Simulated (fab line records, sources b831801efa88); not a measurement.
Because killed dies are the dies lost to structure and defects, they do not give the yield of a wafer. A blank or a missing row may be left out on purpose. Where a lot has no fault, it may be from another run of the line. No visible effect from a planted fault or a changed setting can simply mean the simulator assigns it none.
Matching of chambers | flow sky130 | SKY_VIA3_ETCH_15 on rie diel-01 has 4 sister chambers
The step etches SiO2 in C4F8/O2/Ar, stops on TiN, target depth 507 nm, time 78 s. 18 wafers are shown with their chamber, then 9 later ones without.

EACH WAFER AND ITS CHAMBER
wafer  | chamber | oes product au (a.u.)
L074.2 | 2       | 0.947
L074.3 | 1       | 0.941
L074.6 | 2       | 0.942
L075.1 | 1       | 0.949
L075.4 | 0       | 0.939
L075.6 | 1       | 0.954
L077.1 | 2       | 0.947
L077.5 | 0       | 0.948
L077.6 | 2       | 0.945
L078.1 | 0       | 0.943
L078.4 | 1       | 0.944
L078.6 | 2       | 0.946
L083.1 | 1       | 0.943
L083.3 | 2       | 0.949
L083.5 | 0       | 0.960
L087.3 | 3       | 0.946
L087.5 | 2       | 0.949
L087.6 | 1       | 0.945

SIGNATURES, as means of the wafers listed above
reading        | chamber 0 | chamber 1 | chamber 2 | chamber 3 | scatter within a chamber
oes product au | 0.94750   | 0.94600   | 0.94643   | 0.94600   | 0.00532
Rule: distance of a wafer from a chamber = root of the sum over the readings of ((wafer's reading minus chamber's mean) / reading's scatter) squared. If the next closest chamber is less than 2 further off than the closest, the wafer can't be placed; otherwise it belongs to the closest. The scatter: the root of (the sum of the squares of (reading less its chamber's mean) over the shown wafers, divided by (wafers less chambers)).

WAFERS WITH NO CHAMBER GIVEN
wafer  | oes product au (a.u.)
L089.1 | 0.949
L089.2 | 0.942
L089.4 | 0.947
L094.3 | 0.937
L094.4 | 0.944
L094.5 | 0.950
L096.2 | 0.944
L096.5 | 0.949
L096.6 | 0.949

EACH ONE'S CHAMBER
wafer  | from the rows above               | in truth
L089.1 | can't be placed: 0 or 2 or 1 or 3 | 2
L089.2 | can't be placed: 1 or 3 or 2 or 0 | 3
L089.4 | can't be placed: 0 or 2 or 1 or 3 | 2
L094.3 | can't be placed: 1 or 3 or 2 or 0 | 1
L094.4 | can't be placed: 1 or 3 or 2 or 0 | 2
L094.5 | can't be placed: 0 or 2 or 1 or 3 | 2
L096.2 | can't be placed: 1 or 3 or 2 or 0 | 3
L096.5 | can't be placed: 0 or 2 or 1 or 3 | 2
L096.6 | can't be placed: 0 or 2 or 1 or 3 | 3
Placed correctly: 0 of 9. Cannot be placed on the basis of these rows: 9; the candidates contain the true chamber in 9. Number placed wrongly: 0.
